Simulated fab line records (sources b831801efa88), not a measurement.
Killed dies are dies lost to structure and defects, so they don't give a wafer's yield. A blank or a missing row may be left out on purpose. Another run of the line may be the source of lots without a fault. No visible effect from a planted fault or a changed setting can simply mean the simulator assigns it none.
Split-lot experiment	flow sfq_line	5 lots, 23 wafers read, on a route of 325 steps

== THE SPLIT ITSELF ==
At SFQ_TRILAYER_M2_LITHO_COAT_057 (resist thk 600 nm), the setting spin_rpm was moved away from the recipe's 3000 rpm on 5 of the 23 wafers read, by -2.8% to +3.0%. For the rest of the wafers, this setting stayed at what the recipe calls for.

The split's own step is where the reading is taken.

== THE READING ==
KrF_of_TRILAYER_M2_LITHO_COAT_057.thk_nm (the simulator's own value, which no gauge read), in nm, at SFQ_TRILAYER_M2_LITHO_COAT_057 (resist thk 600 nm). The file gives no usual value for it. Across the 18 wafers here that went through the recipe, the average is 599.2 nm and the standard deviation 1.3 nm.

wafer	tool, chamber at the split	spin_rpm as run, rpm	against the recipe	KrF_of_TRILAYER_M2_LITHO_COAT_057.thk_nm, nm	against lot-mates on the recipe
L074.4	litho_track-02, 0	3000	recipe	598.8	-
L074.5	litho_track-02, 0	3000	recipe	601.2	-
L074.6	litho_track-02, 0	3000	recipe	600	-
L076.1	litho_track-04, 0	3000	recipe	600	-
L076.2	litho_track-04, 0	3089	+3.0%	592.5	-8.0
L076.3	litho_track-04, 0	3089	+3.0%	591.3	-9.2
L076.4	litho_track-04, 0	3089	+3.0%	593.9	-6.6
L076.6	litho_track-04, 0	3000	recipe	600.9	-
L080.1	litho_track-03, 0	3000	recipe	599.7	-
L080.2	litho_track-03, 0	3000	recipe	599.1	-
L080.4	litho_track-03, 0	3000	recipe	598.8	-
L080.5	litho_track-03, 0	3000	recipe	597.2	-
L080.6	litho_track-03, 0	3000	recipe	598.2	-
L084.2	litho_track-03, 0	3000	recipe	597.4	-
L084.5	litho_track-03, 0	3000	recipe	597.4	-
L084.3	litho_track-03, 0	3000	recipe	597.6	-
L084.4	litho_track-03, 0	3000	recipe	598.3	-
L084.6	litho_track-03, 0	3000	recipe	598.1	-
L085.1	litho_track-04, 0	3000	recipe	601.4	-
L085.2	litho_track-04, 0	3000	recipe	600.4	-
L085.6	litho_track-04, 0	3000	recipe	600.4	-
L085.3	litho_track-04, 0	2916	-2.8%	608.9	+8.2
L085.5	litho_track-04, 0	2916	-2.8%	607.2	+6.5

THE FIT
A straight line over all 23 wafers: KrF_of_TRILAYER_M2_LITHO_COAT_057.thk_nm changes by -2.6 nm for each +1% of spin_rpm; r = -0.93; the points scatter about the line by 1.5 nm.
The same after taking each lot's own level away (the mean of its wafers on the recipe; 23 wafers): -2.64 nm for each +1%; r = -0.98; scatter 0.79 nm.
Per that fit: largest spin_rpm move, reading shift of 7.8 nm.
The span of the lots' own levels, 597.76 to 600.73 nm, comes to 2.2 times the standard deviation stated above.
The two slopes are in agreement: the lot-to-lot level therefore moves the slope only a little.
Check: with one of the wafers moved furthest among these (+3.0%) left out of the fit, the line predicts -7.81 nm for it against its lot-mates. Against them it came out at -7.95 nm.

== OTHER SPLITS APPLIED TO THESE WAFERS ==
Before the reading, these wafers also passed through other splits. Each is held against what the fit with the lots' levels taken away leaves over:
other split on the same wafers	wafers away from the commonest value	r with KrF_of_TRILAYER_M2_LITHO_COAT_057.thk_nm (lot level and that fit taken away)
SFQ_TRILAYER_I1_VIA_BARC_OPEN_VIA_ETCH_071 time_s	6	-0.15

== FILE'S OWN FIT ==
KrF_of_TRILAYER_M2_LITHO_COAT_057.thk_nm changes by -2.63 nm for each +1% of spin_rpm, r = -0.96.
